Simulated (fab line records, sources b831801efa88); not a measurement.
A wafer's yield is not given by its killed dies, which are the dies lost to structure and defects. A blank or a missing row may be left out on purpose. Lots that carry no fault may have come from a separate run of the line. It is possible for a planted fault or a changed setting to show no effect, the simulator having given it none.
A struck lot beside a sound one | flow gf180mcu | 23 steps out of a route of 602
Sound: the wafers L653.1, L653.4, L653.6. Wafers L666.1, L666.3, L666.5 were the ones struck. At the end, the cause is stated.
Order at every step that has rows: each side's tool, ch and its chambers, its first start. Under that, the readings that differ: sound wafers | struck wafers | difference of the means | sigmas: that difference in standard deviations of wafers without a fault.
alike: readings with means less than 2 such deviations apart, plus words and numbers identical on both sides. not compared: withheld readings, readings lacking a value on some wafer, bounds such as >300 that could conceal the same value, and numbers that have no deviation in the record and whose values overlap.
A row with sigmas, a row that says differs or no value, or rows on one side alone: a step with any of these is where the two part. Numbers that don't overlap but have no deviation are shown without sigmas and don't part them. Lack of a reading on every wafer of one side parts them only where that side has two or more wafers.

first, 1 step without rows for these wafers: GF_HV_LDD_CLEAN_51 (cleans in SC1/SC2, time 150 s).
GF_HV_LDD_RTA_52: time 10 s.
  sound on rtp-anneal-01 ch 0, day 12 15:50; struck on rtp-anneal-01 ch 0, day 16 10:49
  alike: lamp-power-pct, wafer_temp_C_max
GF_HV_LDD_RS_MEAS_53: measurement is done with a four-point probe.
  sound on film-metro-04 at day 12 16:06; struck on film-metro-02 at day 16 10:53
  alike: HV_LDD_RS
then, 1 step without rows for these wafers: GF_HV_LDD_CVD_54 (deposits SiO2 from TEOS, target thk 10 nm, time 75 s).
GF_HV_LDD_THK_MEAS_55:
  sound on film-metro-02 at day 12 17:14; struck on film-metro-02 at day 16 12:04
  alike: HV_LDD_CVD_54_THK
then, 1 step without rows for these wafers: GF_HV_LDD_CVD_56 (deposits Si3N4 from DCS/NH3, target thk 90 nm, time 1543 s).
GF_HV_LDD_THK_MEAS_57:
  sound on film-metro-04 at day 12 19:16; struck on film-metro-04 at day 16 14:16
  reading                | sound          | struck         | difference | sigmas
  HV_LDD_CVD_56_THK (nm) | 88.5 88.7 88.5 | 91.0 90.1 89.5 | +1.6       | +2
GF_HV_LDD_ETCHBACK_58: etches Si3N4 in CH3F/O2, stops on SiO2, time 100 s, target depth 90 nm.
  sound on rie-diel-04 ch 0,2,3, day 12 19:20; struck on rie-diel-03 ch 0,3, day 16 14:20
  alike: O2_flow_sccm, chamber-pressure-mTorr, drypump-motor-current-A, oes-product-au, throttle-valve-pct
  not compared: rf-hours-counter-h
then, 4 steps without rows for these wafers: GF_NSD_DEHYDRATE_00 (time 60 s); GF_NSD_HMDS_01 (prime time 60 s); GF_NSD_COAT_02 (resist thk 1016 nm); GF_NSD_SOFTBAKE_03 (time 60 s).
GF_NSD_EXPOSE_04: exposes mask Nplus, target cd 400 nm.
  sound on iline-stepper-01 ch 0, day 13 05:33; struck on iline-stepper-02 ch 0, day 17 01:23
  reading | sound                   | struck                                          | difference | sigmas
  mask    | Nplus#0 Nplus#0 Nplus#0 | Nplus_HV_AREA#0 Nplus_HV_AREA#0 Nplus_HV_AREA#0 | differs    |
then, 2 steps without rows for these wafers: GF_NSD_PEB_05; GF_NSD_DEVELOP_06 (develop time 60 s).
GF_NSD_CD_MEAS_07: the cd target is 400 nm.
  sound on cd-sem-02 at day 13 15:49; struck on cd-sem-02 at day 17 12:34
  reading    | sound             | struck | difference                    | sigmas
  cd-nm (nm) | 398.6 394.8 396.8 | - - -  | no value on the struck wafers |
GF_NSD_OVL_MEAS_08:
  sound on overlay-02 at day 13 15:56; struck on overlay-01 at day 17 12:41
  reading      | sound         | struck | difference                    | sigmas
  NSD_OVL (nm) | -0.9 -0.4 0.7 | - - -  | no value on the struck wafers |
then, 2 steps without rows for these wafers: GF_NSD_IMPLANT_09; GF_NSD_IMPLANT_10.
GF_NSD_STRIP_11: strips in O2/N2.
  sound on plasma-asher-02 ch 1, day 13 16:17; struck on plasma-asher-01 ch 0, day 17 13:01
  alike: chamber-pressure-mTorr, drypump-motor-current-A, heater-power-w, o2-flow-sccm, oes-product-au, strip-time-to-endpoint-s
  not compared: rf-hours-counter-h
GF_NSD_TW_MEAS_12:
  sound on film-metro-01 at day 13 16:23; struck on film-metro-03 at day 17 13:07
  reading | sound          | struck   | difference | sigmas
  NSD_TW  | 4276 4276 4275 | 30 30 30 | -4246      | -99 or more
then, 1 step without rows for these wafers: GF_PSD_DEHYDRATE_00 (time 60 s).
-- the record jumps here: 15 days lie between the struck wafers' starts before and after (it left off in module PSD and takes up again in module PASSIVATION, whose first step shown is number 602 of the route) --
GF_PASSIVATION_PROBE_99:
  sound on prober-02 at day 29 06:58; struck on prober-02 at day 32 10:49
  reading                              | sound             | struck            | difference | sigmas
  model.etest.nmos_3p3_sab.r-on-ohm-um | 1789 1820 1818    | 6773 6864 6817    | +5009      |
  model.etest.nldd_6p0.line-ohm-um     | 4606 4608 4588    | 195.1 192.5 188.1 | -4408.8    |
  model.etest.nmos_3p3.r-on-ohm-um     | 1638 1678 1679    | 4628 4718 4648    | +3000      |
  model.etest.nplus-u.line-ohm-um      | 202.5 201.4 199.9 | 2493 2510 2474    | +2291      |
  model.etest.nldd_6p0.rs-ohm-sq       | 1382 1370 1379    | 58.08 58.2 57.66  | -1319.02   |
  model.etest.nplus-u.rs-ohm-sq        | 60.18 60.39 59.6  | 743.2 750.5 744.8 | +686.1     |
  model.etest.contact-nplus.end-ohm-um | 13.11 13.17 13.61 | 528.2 536.7 514.6 | +513.2     |
  model.etest.nmos_3p3_sab.drive-ua-um | 496.4 490.6 486   | 197.2 192.6 196   | -295.7     |

WHERE THEY PART
First at GF_HV_LDD_THK_MEAS_57; last, within this record, at GF_NSD_TW_MEAS_12.

WHY: what had been put in by the simulator
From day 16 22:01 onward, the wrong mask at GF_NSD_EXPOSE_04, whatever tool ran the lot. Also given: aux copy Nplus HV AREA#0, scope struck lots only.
